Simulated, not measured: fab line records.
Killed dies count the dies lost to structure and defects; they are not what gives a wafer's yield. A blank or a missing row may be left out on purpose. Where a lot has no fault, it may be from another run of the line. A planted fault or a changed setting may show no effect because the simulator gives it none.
Which tool was responsible?	flow gf180mcu	12 lots with 36 wafers sampled at 5 steps, on a route of 602 steps

== WHAT THE GAUGES READ, wafer by wafer ==
GF_CONTACT_BOW_MEAS_05.
lot	measured	on	CONTACT_BOW (um)
L856	day 15 01:20	film_metro-01	58 64 75
L857	day 15 13:01	film_metro-01	73 68 62
L858	day 15 22:08	film_metro-03	61 61 74
L859	day 16 04:45	film_metro-02	56 56 58
L860	day 16 12:58	film_metro-02	68 55 71
L862	day 17 06:33	film_metro-01	73 58 67
L864	day 18 03:22	film_metro-02	60 77 76
L865	day 18 16:07	film_metro-03	69 59 56
L871	day 20 18:10	film_metro-03	59 68 57
L872	day 20 20:10	film_metro-03	59 77 60
L874	day 21 16:58	film_metro-03	61 65 56
L876	day 22 05:14	film_metro-01	64 62 69

GF_M2_CD_MEAS_14 targets a cd of 280 nm.
lot	measured	on	cd_nm (nm)
L856	day 19 01:23	cd_sem-01	279.5 278.9 280.4
L857	day 19 15:02	cd_sem-02	279.2 279.1 279.3
L858	day 20 00:02	cd_sem-01	280.8 279.6 278.9
L859	day 20 07:13	cd_sem-01	281.1 280.9 279.9
L860	day 20 16:56	cd_sem-01	279.2 279.8 279.0
L862	day 21 10:33	cd_sem-01	279.4 278.7 279.8
L864	day 22 08:11	cd_sem-02	279.6 279.9 279.9
L865	day 22 19:35	cd_sem-01	279.4 279.3 278.3
L871	day 24 18:14	cd_sem-01	280.3 279.5 280.5
L872	day 24 22:11	cd_sem-02	280.8 280.8 279.6
L874	day 25 16:14	cd_sem-01	280.2 280.8 280.6
L876	day 26 02:32	cd_sem-02	279.0 278.5 278.0

GF_V5_CD_MEAS_14 targets a cd of 260 nm.
lot	measured	on	cd_nm (nm)
L856	day 27 00:20	cd_sem-01	261.4 259.7 260.7
L857	day 27 13:05	cd_sem-01	261.9 260.7 261.2
L858	day 27 20:50	cd_sem-01	258.4 259.1 257.3
L859	day 28 03:00	cd_sem-02	258.2 257.9 256.4
L860	day 28 09:08	cd_sem-02	259.6 259.6 258.7
L862	day 28 23:38	cd_sem-01	258.9 259.5 259.6
L864	day 29 17:05	cd_sem-02	259.3 258.9 258.3
L865	day 30 05:00	cd_sem-01	259.9 259.8 259.1
L871	day 31 17:38	cd_sem-01	241.5 241.0 240.4 241.8 240.8 240.3
L872	day 31 20:14	cd_sem-01	259.4 259.3 260.2
L874	day 32 11:05	cd_sem-02	239.6 239.2 240.6 239.8 239.3 240.5
L876	day 32 19:38	cd_sem-01	259.1 257.9 258.4

== WHICH TOOL RAN EACH LOT (tool, then ch and the chambers of the sampled wafers, then the start) ==
lot	GF_MIM_SPUTTER_00	GF_V5_PEB_12
L856	pvd_sputter-03, day 24 07:51	litho_track-04 ch 0, day 26 23:59
L857	pvd_sputter-01, day 24 20:29	litho_track-02 ch 0, day 27 12:44
L858	pvd_sputter-01, day 25 04:52	litho_track-04 ch 0, day 27 20:29
L859	pvd_sputter-01, day 25 10:53	litho_track-02 ch 0, day 28 02:40
L860	pvd_sputter-03, day 25 19:06	litho_track-01 ch 0, day 28 08:47
L862	pvd_sputter-04, day 26 10:27	litho_track-04 ch 0, day 28 23:17
L864	pvd_sputter-03, day 27 05:02	litho_track-04 ch 0, day 29 16:44
L865	pvd_sputter-04, day 27 16:34	litho_track-04 ch 0, day 30 04:35
L871	pvd_sputter-03, day 29 08:44	litho_track-04 ch 0, day 31 17:17
L872	pvd_sputter-01, day 29 12:33	litho_track-01 ch 0, day 31 19:53
L874	pvd_sputter-04, day 30 04:44	litho_track-04 ch 0, day 32 10:44
L876	pvd_sputter-01, day 30 13:38	litho_track-01 ch 0, day 32 19:17
- GF_MIM_SPUTTER_00: material Ti, target thk 37.5 nm, time 150 s.
- GF_V5_PEB_12: peb time 90 s.

== WHAT THE TOOLS THEMSELVES READ (means of the sampled wafers that have a number; where no wafer has one, the mark that the record gives instead) ==
GF_MIM_SPUTTER_00.
lot	tool	throttle_valve_pct (%)
L856	pvd_sputter-03	30.4
L857	pvd_sputter-01	29.8
L858	pvd_sputter-01	30.1
L859	pvd_sputter-01	30.0
L860	pvd_sputter-03	30.8
L862	pvd_sputter-04	30.2
L864	pvd_sputter-03	31.1
L865	pvd_sputter-04	30.3
L871	pvd_sputter-03	31.1
L872	pvd_sputter-01	30.1
L874	pvd_sputter-04	29.7
L876	pvd_sputter-01	30.1

GF_V5_PEB_12.
lot	tool	heater_power_total_W (W)	plate_temp_C (C)	resist_line_temp_C (C)
L856	litho_track-04	85.62	135.03	22.92
L857	litho_track-02	85.61	135.13	22.95
L858	litho_track-04	85.72	135.10	23.05
L859	litho_track-02	85.74	134.96	22.91
L860	litho_track-01	85.69	135.16	22.92
L862	litho_track-04	85.71	135.05	23.03
L864	litho_track-04	85.71	135.02	23.07
L865	litho_track-04	85.74	135.01	22.94
L871	litho_track-04	81.07	129.23	22.91
L872	litho_track-01	85.62	134.91	23.12
L874	litho_track-04	81.06	129.48	22.86
L876	litho_track-01	85.62	134.95	23.09

== THE ANSWER, worked out from the rows above alone ==
Rule: the usual values come from the lots themselves. Put in order of their means at a reading, lots are off if they are a third of the lots or fewer, leave a main group of 4 or more, and stand apart from it by a gap of 3 or more times the standard deviation of the main group's means; of several such gaps the widest counts. The tables above print the reading to a certain number of digits; a main group whose means all agree to those digits is not used. A lot without any number at a reading at which 4 lots or more have one is off too. Any other lot the step has rows for is counted as sound. After the gauges, taken in route order, come the tools' own readings; for these a lot's mean is taken, as printed above. At the first step where some lot is off, the reading lying furthest off is the one used; lots without a number count as furthest.
Off: L871, L874 (GF_V5_CD_MEAS_14, cd_nm). Mean 259.3 nm and standard deviation 1 in the main group.
A tool fits if, at a process step before that reading, it ran every lot that is off, and no sound lot after the first of them. Not tried: the gauges at GF_V5_CD_MEAS_14; whatever is off there is also off at GF_V5_PEB_12, on other tools, and gauge error can't account for it. One fits: litho_track-04 at GF_V5_PEB_12. Its last sound lot is L865 (day 30 04:35), its first lot that is off L871 (day 31 17:17): a fault that began between those two fits.
The tool's own readings at GF_V5_PEB_12 bear it out: on the lots that are off they differ by more than 5 times the standard deviation of the sound lots' means. heater_power_total_W reads 81.06 W there against 85.68 W on the sound lots; plate_temp_C reads 129.35 C there against 135.03 C on the sound lots.

== WHAT HAD BEEN PUT IN BY THE SIMULATOR ==
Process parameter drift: litho_track-04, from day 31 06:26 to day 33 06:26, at GF_V5_PEB_12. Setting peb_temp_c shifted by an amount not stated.
Shown lots that were struck: L871, L874. The same result came from the rule above.
